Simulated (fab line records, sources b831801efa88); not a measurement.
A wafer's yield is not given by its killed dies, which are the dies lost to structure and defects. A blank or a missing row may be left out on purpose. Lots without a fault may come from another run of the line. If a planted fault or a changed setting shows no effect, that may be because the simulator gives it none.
fab line records -- flow gf180mcu
record lots=14, wafers=42, last_day=34
route steps=602 shown HV_LDD@222 NSD@237 PSD@259
lots with no fault: from the same line, run without faults
start_h: start of the lot's first displayed wafer, in hours after the record's first day -- wait_h: hours elapsed since this lot's preceding step -- " identical to the entry in the row above -- L1.1+2: several wafers, shown together as one row -- - value missing, or start not given -- * or withheld: withheld -- < > ~ a bound
route shown NAME@n: NAME is a module with steps in the file, n the number in the route of the first one -- usual: mean/standard deviation of fault-free wafers -- same: alike in all rows -- chamber/n: place in a boat -- sites: per-site readings -- _std_site: the values' standard deviation -- _edge_site: the outer-site mean with the inner-site mean subtracted -- radius_mm: how far each site lies from the wafer's centre -- mask NAME#n: copy n -- behind: tool/chamber where the wafer was last shaped -- hold: why the lot was held/for how many hours/how that ended -- device: which transistor (n, p or np) failed to switch -- end of line: tests of these same wafers at the route's end -- a step with no rows: only its recipe -- killed: not the wafer's yield, but the dies lost to structure and defects at the first sort -- map: dies across one wafer; x = killed, . = not, _ = none there
set.NAME: the setting that was run; set.NAME@STEP: the one run at that earlier step -- model.NAME: the simulator's own value behind a step, which no gauge read
the route's steps for a sample of lots (tables are steps, rows are wafers)
## steps
# step GF_HV_LDD_CD_MEAS_46
# recipe target_cd_nm=400
# usual cd_nm=401.0/2.3
lot.wafer,tool,chamber,start_h,wait_h,cd_nm
L646.2,cd_sem-01,-,270.81,0.1,403.0
L646.3,cd_sem-01,-,270.81,0.1,402.6
L646.5,cd_sem-01,-,270.81,0.1,401.5
L647.3,cd_sem-01,-,280.49,0.1,398.2
L647.4,cd_sem-01,-,280.49,0.1,397.4
L647.6,cd_sem-01,-,280.49,0.1,398.7
L648.1,cd_sem-02,-,284.77,0.1,400.4
L648.2,cd_sem-02,-,284.77,0.1,399.9
L648.3,cd_sem-02,-,284.77,0.1,397.3
L649.4,cd_sem-01,-,297.16,0.1,406.3
L649.5,cd_sem-01,-,297.16,0.1,405.0
L649.6,cd_sem-01,-,297.16,0.1,403.0
L650.2,cd_sem-02,-,305.59,0.1,399.7
L650.3,cd_sem-02,-,305.59,0.1,399.8
L650.6,cd_sem-02,-,305.59,0.1,399.7
L651.2,cd_sem-01,-,312.01,0.1,400.8
L651.3,cd_sem-01,-,312.01,0.1,402.7
L651.5,cd_sem-01,-,312.01,0.1,401.7
L654.2,cd_sem-02,-,331.66,0.1,403.9
L654.4,cd_sem-02,-,331.66,0.1,404.5
L654.5,cd_sem-02,-,331.66,0.1,401.2
L655.1,cd_sem-02,-,346.89,0.1,404.2
L655.4,cd_sem-02,-,346.89,0.1,404.1
L655.6,cd_sem-02,-,346.89,0.1,403.3
L658.2,cd_sem-02,-,369.92,0.1,399.4
L658.3,cd_sem-02,-,369.92,0.1,400.4
L658.5,cd_sem-02,-,369.92,0.1,400.7
L660.2,cd_sem-01,-,387.79,0.1,398.2
L660.4,cd_sem-01,-,387.79,0.1,398.7
L660.5,cd_sem-01,-,387.79,0.1,397.9
L661.2,cd_sem-02,-,392.69,0.1,399.8
L661.3,cd_sem-02,-,392.69,0.1,399.7
L661.5,cd_sem-02,-,392.69,0.1,401.5
L663.2,cd_sem-02,-,414.31,0.1,401.6
L663.3,cd_sem-02,-,414.31,0.1,400.9
L663.6,cd_sem-02,-,414.31,0.1,400.7
L664.1,cd_sem-01,-,421.42,0.1,402.2
L664.4,cd_sem-01,-,421.42,0.1,403.8
L664.5,cd_sem-01,-,421.42,0.1,403.7
L669.4,cd_sem-02,-,458.90,0.1,400.4
L669.5,cd_sem-02,-,458.90,0.1,401.9
L669.6,cd_sem-02,-,458.90,0.1,401.1
# step GF_HV_LDD_TW_MEAS_50
# usual HV_LDD_4_TW=575/12
lot.wafer,tool,chamber,start_h,wait_h,HV_LDD_4_TW
L646.2,film_metro-04,-,271.21,0.1,585
L646.3,film_metro-04,-,271.21,0.1,581
L646.5,film_metro-04,-,271.21,0.1,583
L647.3,film_metro-01,-,280.87,0.1,555
L647.4,film_metro-01,-,280.87,0.1,560
L647.6,film_metro-01,-,280.87,0.1,560
L648.1,film_metro-01,-,285.18,0.1,559
L648.2,film_metro-01,-,285.18,0.1,560
L648.3,film_metro-01,-,285.18,0.1,557
L649.4,film_metro-01,-,297.53,0.1,559
L649.5,film_metro-01,-,297.53,0.1,560
L649.6,film_metro-01,-,297.53,0.1,557
L650.2,film_metro-01,-,305.99,0.1,564
L650.3,film_metro-01,-,305.99,0.1,561
L650.6,film_metro-01,-,305.99,0.1,562
L651.2,film_metro-04,-,312.41,0.1,585
L651.3,film_metro-04,-,312.41,0.1,587
L651.5,film_metro-04,-,312.41,0.1,587
L654.2,film_metro-03,-,332.06,0.1,573
L654.4,film_metro-03,-,332.06,0.1,568
L654.5,film_metro-03,-,332.06,0.1,568
L655.1,film_metro-03,-,347.30,0.1,569
L655.4,film_metro-03,-,347.30,0.1,567
L655.6,film_metro-03,-,347.30,0.1,568
L658.2,film_metro-04,-,370.31,0.1,587
L658.3,film_metro-04,-,370.31,0.1,586
L658.5,film_metro-04,-,370.31,0.1,587
L660.2,film_metro-04,-,388.21,0.1,588
L660.4,film_metro-04,-,388.21,0.1,588
L660.5,film_metro-04,-,388.21,0.1,589
L661.2,film_metro-04,-,393.09,0.1,584
L661.3,film_metro-04,-,393.09,0.1,585
L661.5,film_metro-04,-,393.09,0.1,588
L663.2,film_metro-04,-,414.71,0.1,585
L663.3,film_metro-04,-,414.71,0.1,589
L663.6,film_metro-04,-,414.71,0.1,588
L664.1,film_metro-04,-,421.83,0.1,588
L664.4,film_metro-04,-,421.83,0.1,584
L664.5,film_metro-04,-,421.83,0.1,586
L669.4,film_metro-03,-,459.28,0.1,571
L669.5,film_metro-03,-,459.28,0.1,569
L669.6,film_metro-03,-,459.28,0.1,572
# step GF_HV_LDD_THK_MEAS_55
# recipe reads=SiO2_of_HV_LDD_CVD_54
# usual HV_LDD_CVD_54_THK=9.99/0.13
lot.wafer,tool,chamber,start_h,wait_h,HV_LDD_CVD_54_THK[nm]
L646.2,film_metro-01,-,272.53,0.0,9.96
L646.3,film_metro-01,-,272.53,0.0,9.95
L646.5,film_metro-01,-,272.53,0.0,10.03
L647.3,film_metro-04,-,282.24,0.0,9.89
L647.4,film_metro-04,-,282.24,0.0,10.05
L647.6,film_metro-04,-,282.24,0.0,9.89
L648.1,film_metro-04,-,286.54,0.0,9.85
L648.2,film_metro-04,-,286.54,0.0,9.94
L648.3,film_metro-04,-,286.54,0.0,10.00
L649.4,film_metro-01,-,299.02,0.0,9.80
L649.5,film_metro-01,-,299.02,0.0,10.01
L649.6,film_metro-01,-,299.02,0.0,9.87
L650.2,film_metro-01,-,307.30,0.0,9.98
L650.3,film_metro-01,-,307.30,0.0,9.96
L650.6,film_metro-01,-,307.30,0.0,10.13
L651.2,film_metro-01,-,314.42,0.0,10.09
L651.3,film_metro-01,-,314.42,0.0,9.96
L651.5,film_metro-01,-,314.42,0.0,10.06
L654.2,film_metro-01,-,333.68,0.0,9.94
L654.4,film_metro-01,-,333.68,0.0,9.87
L654.5,film_metro-01,-,333.68,0.0,9.81
L655.1,film_metro-03,-,348.61,0.0,10.04
L655.4,film_metro-03,-,348.61,0.0,9.99
L655.6,film_metro-03,-,348.61,0.0,10.03
L658.2,film_metro-04,-,371.63,0.0,9.70
L658.3,film_metro-04,-,371.63,0.0,9.81
L658.5,film_metro-04,-,371.63,0.0,9.78
L660.2,film_metro-04,-,390.75,0.0,10.07
L660.4,film_metro-04,-,390.75,0.0,10.08
L660.5,film_metro-04,-,390.75,0.0,9.97
L661.2,film_metro-01,-,394.40,0.0,10.05
L661.3,film_metro-01,-,394.40,0.0,10.13
L661.5,film_metro-01,-,394.40,0.0,10.18
L663.2,film_metro-03,-,416.03,0.0,9.97
L663.3,film_metro-03,-,416.03,0.0,9.94
L663.6,film_metro-03,-,416.03,0.0,9.99
L664.1,film_metro-01,-,423.14,0.0,10.05
L664.4,film_metro-01,-,423.14,0.0,10.06
L664.5,film_metro-01,-,423.14,0.0,10.05
L669.4,film_metro-03,-,460.60,0.0,10.20
L669.5,film_metro-03,-,460.60,0.0,10.06
L669.6,film_metro-03,-,460.60,0.0,10.02
# step GF_NSD_COAT_02
# recipe resist=NOVOLAK, spin_rpm=3000, resist_thk_nm=1000
# usual chill_plate_temp_C=23.02/0.096, dispense_pressure_kPa=54.9/1.5
lot.wafer,tool,chamber,start_h,wait_h,chill_plate_temp_C,dispense_pressure_kPa
L646.2,litho_track-02,0,283.61,0.1,22.90,55.5
L646.3,litho_track-02,0,283.61,0.1,22.84,55.5
L646.5,litho_track-02,0,283.61,0.1,23.00,55.6
L647.3,litho_track-02,0,293.44,0.1,23.08,55.5
L647.4,litho_track-02,0,293.44,0.1,22.98,55.5
L647.6,litho_track-02,0,293.44,0.1,23.08,55.6
L648.1,litho_track-04,0,298.17,0.1,23.01,52.0
L648.2,litho_track-04,0,298.17,0.1,23.06,52.0
L648.3,litho_track-04,0,298.17,0.1,23.03,51.9
L649.4,litho_track-03,0,310.52,0.1,23.20,56.0
L649.5,litho_track-03,0,310.52,0.1,23.10,56.0
L649.6,litho_track-03,0,310.52,0.1,23.20,56.0
L650.2,litho_track-02,0,320.01,0.1,23.10,55.6
L650.3,litho_track-02,0,320.01,0.1,23.00,55.5
L650.6,litho_track-02,0,320.01,0.1,22.86,55.6
L651.2,litho_track-03,0,325.92,0.1,23.05,56.0
L651.3,litho_track-03,0,325.92,0.1,22.98,56.0
L651.5,litho_track-03,0,325.92,0.1,23.09,56.0
L654.2,litho_track-03,0,345.72,0.1,22.84,56.0
L654.4,litho_track-03,0,345.72,0.1,22.89,56.0
L654.5,litho_track-03,0,345.72,0.1,22.88,56.0
L655.1,litho_track-04,0,361.77,0.1,23.01,52.0
L655.4,litho_track-04,0,361.77,0.1,23.10,52.0
L655.6,litho_track-04,0,361.77,0.1,23.08,52.0
L658.2,litho_track-02,0,385.31,0.1,23.12,55.6
L658.3,litho_track-02,0,385.31,0.1,22.93,55.6
L658.5,litho_track-02,0,385.31,0.1,22.98,55.6
L660.2,litho_track-02,-,402.96,0.1,-,-
L660.4,litho_track-02,-,402.96,0.1,-,-
L660.5,litho_track-02,-,402.96,0.1,-,-
L661.2,litho_track-04,-,406.94,0.1,-,-
L661.3,litho_track-04,-,406.94,0.1,-,-
L661.5,litho_track-04,-,406.94,0.1,-,-
L663.2,litho_track-03,0,429.51,0.1,22.90,56.0
L663.3,litho_track-03,0,429.51,0.1,23.04,56.0
L663.6,litho_track-03,0,429.51,0.1,22.90,56.0
L664.1,litho_track-02,0,435.93,0.1,23.06,55.6
L664.4,litho_track-02,0,435.93,0.1,23.00,55.6
L664.5,litho_track-02,0,435.93,0.1,23.04,55.6
L669.4,litho_track-02,0,473.66,0.1,22.89,55.6
L669.5,litho_track-02,0,473.66,0.1,22.89,55.6
L669.6,litho_track-02,0,473.66,0.1,23.11,55.6
# step GF_NSD_CD_MEAS_07
# recipe target_cd_nm=400
# usual cd_nm=400.4/2.4
lot.wafer,tool,chamber,start_h,wait_h,cd_nm
L646.2,cd_sem-01,-,293.59,0.1,397.8
L646.3,cd_sem-01,-,293.59,0.1,395.1
L646.5,cd_sem-01,-,293.59,0.1,398.0
L647.3,cd_sem-02,-,303.51,0.1,395.4
L647.4,cd_sem-02,-,303.51,0.1,399.3
L647.6,cd_sem-02,-,303.51,0.1,397.1
L648.1,cd_sem-02,-,308.29,0.1,400.3
L648.2,cd_sem-02,-,308.29,0.1,399.0
L648.3,cd_sem-02,-,308.29,0.1,399.5
L649.4,cd_sem-01,-,321.55,0.1,396.7
L649.5,cd_sem-01,-,321.55,0.1,398.6
L649.6,cd_sem-01,-,321.55,0.1,398.7
L650.2,cd_sem-02,-,330.99,0.1,404.9
L650.3,cd_sem-02,-,330.99,0.1,402.4
L650.6,cd_sem-02,-,330.99,0.1,404.5
L651.2,cd_sem-02,-,337.01,0.1,400.4
L651.3,cd_sem-02,-,337.01,0.1,400.0
L651.5,cd_sem-02,-,337.01,0.1,397.6
L654.2,cd_sem-02,-,356.49,0.1,403.9
L654.4,cd_sem-02,-,356.49,0.1,402.3
L654.5,cd_sem-02,-,356.49,0.1,401.9
L655.1,cd_sem-02,-,372.34,0.1,399.6
L655.4,cd_sem-02,-,372.34,0.1,399.6
L655.6,cd_sem-02,-,372.34,0.1,398.7
L658.2,cd_sem-02,-,396.56,0.1,399.2
L658.3,cd_sem-02,-,396.56,0.1,400.1
L658.5,cd_sem-02,-,396.56,0.1,400.5
L660.2,cd_sem-02,-,414.16,0.1,-
L660.4,cd_sem-02,-,414.16,0.1,-
L660.5,cd_sem-02,-,414.16,0.1,-
L661.2,cd_sem-01,-,418.29,0.1,-
L661.3,cd_sem-01,-,418.29,0.1,-
L661.5,cd_sem-01,-,418.29,0.1,-
L663.2,cd_sem-01,-,441.49,0.1,402.6
L663.3,cd_sem-01,-,441.49,0.1,402.9
L663.6,cd_sem-01,-,441.49,0.1,404.4
L664.1,cd_sem-01,-,447.94,0.1,400.2
L664.4,cd_sem-01,-,447.94,0.1,399.8
L664.5,cd_sem-01,-,447.94,0.1,399.3
L669.4,cd_sem-01,-,485.79,0.1,401.9
L669.5,cd_sem-01,-,485.79,0.1,402.1
L669.6,cd_sem-01,-,485.79,0.1,401.0
# step GF_PSD_TW_MEAS_11
# usual PSD_TW=3149/25
lot.wafer,tool,chamber,start_h,wait_h,PSD_TW
L646.2,film_metro-01,-,315.14,0.1,3143
L646.3,film_metro-01,-,315.14,0.1,3127
L646.5,film_metro-01,-,315.14,0.1,3130
L647.3,film_metro-02,-,325.56,0.1,3176
L647.4,film_metro-02,-,325.56,0.1,3149
L647.6,film_metro-02,-,325.56,0.1,3135
L648.1,film_metro-02,-,329.73,0.1,3173
L648.2,film_metro-02,-,329.73,0.1,3145
L648.3,film_metro-02,-,329.73,0.1,3155
L649.4,film_metro-01,-,343.32,0.1,3128
L649.5,film_metro-01,-,343.32,0.1,3118
L649.6,film_metro-01,-,343.32,0.1,3136
L650.2,film_metro-03,-,353.06,0.1,3170
L650.3,film_metro-03,-,353.06,0.1,3160
L650.6,film_metro-03,-,353.06,0.1,3161
L651.2,film_metro-03,-,359.35,0.1,3173
L651.3,film_metro-03,-,359.35,0.1,3164
L651.5,film_metro-03,-,359.35,0.1,3159
L654.2,film_metro-02,-,379.71,0.1,3163
L654.4,film_metro-02,-,379.71,0.1,3166
L654.5,film_metro-02,-,379.71,0.1,3157
L655.1,film_metro-02,-,395.20,0.1,3156
L655.4,film_metro-02,-,395.20,0.1,3162
L655.6,film_metro-02,-,395.20,0.1,3161
L658.2,film_metro-01,-,419.94,0.1,3127
L658.3,film_metro-01,-,419.94,0.1,3116
L658.5,film_metro-01,-,419.94,0.1,3124
L660.2,film_metro-03,-,438.90,0.1,4249
L660.4,film_metro-03,-,438.90,0.1,4253
L660.5,film_metro-03,-,438.90,0.1,4256
L661.2,film_metro-01,-,443.26,0.1,4183
L661.3,film_metro-01,-,443.26,0.1,4171
L661.5,film_metro-01,-,443.26,0.1,4178
L663.2,film_metro-01,-,465.66,0.1,3149
L663.3,film_metro-01,-,465.66,0.1,3132
L663.6,film_metro-01,-,465.66,0.1,3126
L664.1,film_metro-01,-,471.76,0.2,3132
L664.4,film_metro-01,-,471.76,0.2,3150
L664.5,film_metro-01,-,471.76,0.2,3130
L669.4,film_metro-01,-,510.88,0.1,3105
L669.5,film_metro-01,-,510.88,0.1,3105
L669.6,film_metro-01,-,510.88,0.1,3096
## key
first_sign step=GF_NSD_COAT_02, reading=tool_record, direction=missing
effect step=GF_NSD_CD_MEAS_07, reading=cd_nm, direction=missing
effect step=GF_PSD_TW_MEAS_11, reading=PSD_TW, direction=up, sigmas=43, usual=3149, struck=4215
met_at GF_NSD_COAT_02
struck_lots L660,L661
sort_left_out L660.2,L660.4,L660.5,L661.2,L661.3,L661.5
tester_left_out L660,L661
not_acting_at GF_HV_LDD_CD_MEAS_46,GF_HV_LDD_TW_MEAS_50,GF_HV_LDD_THK_MEAS_55
onset_between 385.31 402.96
fault kind=skipped_step_whole, tool=litho_track-02,litho_track-04, chamber=-, onset_h=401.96, steps=GF_NSD_COAT_02, scope=struck_lots_only
# tester_left_out: of these lots the tester's yield and bins aren't shown, on N5 and GAA mostly nor the transistor test; their killed dies are dies lost to structure and defects alone, not to doping, threshold or leakage, so they don't give the yield
# sort_left_out: the simulated sort isn't trusted on such a fault, so these wafers' sort isn't shown, and their yield isn't known
